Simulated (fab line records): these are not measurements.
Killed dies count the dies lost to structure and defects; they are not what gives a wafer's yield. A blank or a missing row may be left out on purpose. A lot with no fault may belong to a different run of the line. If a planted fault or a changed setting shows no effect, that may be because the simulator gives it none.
Comparing a struck lot with a sound one ; flow sky130 ; 17 steps out of a route of 708
Sound: the wafers L468.1, L468.3, L468.5. Wafers L476.1, L476.2, L476.6 were the ones struck. At the end, the cause is stated.
At each step with rows: each side's tool, then ch and its chambers, then its first start. Under that, the readings that differ: sound wafers ; struck wafers ; difference of the means ; sigmas: that difference in standard deviations of wafers without a fault.
alike: words and numbers the same on both sides, and readings whose means are apart by under 2 such deviations; not compared: readings that were withheld, readings missing a value for some wafer, numbers with overlapping values and no deviation given by the record, and bounds like >300 which may hide the same value.
A row with sigmas, a row that says differs or no value, or rows on one side alone: a step with any of these is where the two part. Numbers that have no deviation but don't overlap get no sigmas and don't part them. A reading that every wafer of one side lacks parts them only if that side has two wafers or more.

first, 3 steps without rows for these wafers: SKY_METAL4_CLEAN_21 (cleans in IPA, time 180 s); SKY_METAL4_CLEAN_22 (cleans in O3/DIW); SKY_VIA4_HDPCVD_00 (deposits SiO2, target thk 1750 nm, time 291.7 s).
SKY_VIA4_THK_MEAS_01:
  sound on film-metro-02, day 45 10:33; struck on film-metro-02, day 47 15:48
  alike: VIA4_HDPCVD_THK
SKY_VIA4_CMP_02: polishes SiO2.
  sound on cmp-01 ch 1,3, day 45 10:37; struck on cmp-01 ch 0,1,3, day 47 15:55
  alike: head-pressure-psi, motor-current-A
SKY_VIA4_BOW_MEAS_03:
  sound on film-metro-01, day 45 10:55; struck on film-metro-01, day 47 16:10
  alike: VIA4_BOW
then, 6 steps without rows for these wafers: SKY_VIA4_DEHYDRATE_04 (time 60 s); SKY_VIA4_HMDS_05 (prime time 60 s); SKY_VIA4_COAT_06 (resist thk 1140 nm); SKY_VIA4_SOFTBAKE_07 (time 60 s); SKY_VIA4_EXPOSE_08 (exposes mask VIM4, target cd 800 nm); SKY_VIA4_PEB_09.
SKY_VIA4_DEVELOP_10: develop time 60 s.
  sound on litho-track-01 ch 0, day 46 07:21; struck on litho-track-02 ch 0, day 48 10:44
SKY_VIA4_OVL_MEAS_11:
  sound on overlay-02, day 46 07:30; struck on overlay-02, day 48 10:53
  alike: VIA4_OVL
SKY_VIA4_ETCH_12: etches SiO2 in C4F8/O2/Ar, stops on TiN, target depth 580 nm.
  sound on rie-diel-01 ch 0,1,2, day 46 07:32; struck on rie-diel-04 ch 1,3, day 48 10:55
reading;sound;struck;difference;sigmas
model.VIA4.cd-nm (nm);802.3 802.2 803.6;773.5 773.8 774.1;-28.9;
  alike: bias-w, oes-product-au
SKY_VIA4_STRIP_13: strips in O2/N2.
  sound on plasma-asher-04 ch 0,1, day 46 07:36; struck on plasma-asher-04 ch 0,1, day 48 10:59
  alike: drypump-motor-current-A, oes-product-au, strip-time-to-endpoint-s
  not compared: rf-hours-counter-h
-- the record jumps here: 2 days lie between the struck wafers' starts before and after (it left off in module VIA4 and takes up again in module PAD_OPEN, whose first step shown is number 708 of the route) --
SKY_PAD_OPEN_PROBE_99:
  sound on prober-02, day 48 22:48; struck on prober-02, day 50 18:39
reading;sound;struck;difference;sigmas
model.etest.via4-chain.rc-ohm;0.7919 0.7947 0.8012;0.8471 0.826 0.8365;+0.0406;
  alike: defect-limited-yield, killed_at_M0_to_M3, killed_at_M4_up, killed-at-contacts, killed-at-front-end, killed-at-other, killed-dies, killed-open, killed-short, sort_bin_3_pad_short, sort_bin_5_function, sort_bin_6_memory, sort-n-pass, sort-yield-pct

## WHERE THEY PART
Nowhere in this record.

WHY: the cause the simulator had injected
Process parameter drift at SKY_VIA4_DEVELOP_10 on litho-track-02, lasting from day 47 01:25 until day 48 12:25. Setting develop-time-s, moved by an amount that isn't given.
